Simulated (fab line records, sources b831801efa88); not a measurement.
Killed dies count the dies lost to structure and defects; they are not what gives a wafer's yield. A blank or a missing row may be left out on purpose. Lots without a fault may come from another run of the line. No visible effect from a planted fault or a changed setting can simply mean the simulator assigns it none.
Which tool is to blame? -- flow gf180mcu -- route of 602 steps, sampled at 1 step: 12 lots, 36 wafers

## WHAT EACH GAUGE READ, for each wafer
GF_VT_IMPLANT_OVL_MEAS_18.
lot,measured,on,VT_IMPLANT_01_OVL (nm)
L075,day 6 12:32,overlay-01,-0.3 0.4 1.2
L077,day 6 21:49,overlay-01,1.3 0.8 -0.5
L079,day 7 12:09,overlay-01,1.0 0.6 0.2
L081,day 8 06:10,overlay-01,-0.1 -0.2 -1.0
L083,day 8 17:21,overlay-02,-1.2 -0.4 -0.4
L085,day 9 07:40,overlay-01,-0.6 -0.4 -0.1
L087,day 9 17:53,overlay-01,0.2 1.1 -1.1
L089,day 10 07:20,overlay-01,-1.4 2.7 1.3
L091,day 10 17:02,overlay-01,0.4 0.1 -1.9
L093,day 11 05:46,overlay-02,-0.1 0.6 -0.3
L095,day 11 23:29,overlay-01,1.4 3.2 1.7
L097,day 12 08:41,overlay-01,1.6 0.9 0.8

## TOOL THAT RAN EACH LOT (tool first, then ch and the chambers of the sampled wafers, then the start)
The record holds no process step before these readings.

## THE ANSWER, worked out from the rows above alone
Rule: the lots themselves supply what counts as usual. The widest of any qualifying gaps counts: lots, ordered by their means at a reading, are off when they make up no more than a third of the lots, leave a main group of 4 or more, and stand apart from it by 3 or more times the standard deviation of that group's means. If all means in a main group match to the digits the tables above print for the reading, that group is not used. A lot without any number at a reading at which 4 lots or more have one is off too. Any other lot the step has rows for is counted as sound.
No lot is off on any of the readings shown, so nothing can be concluded from this.

## WHAT THE SIMULATOR HAD PUT IN
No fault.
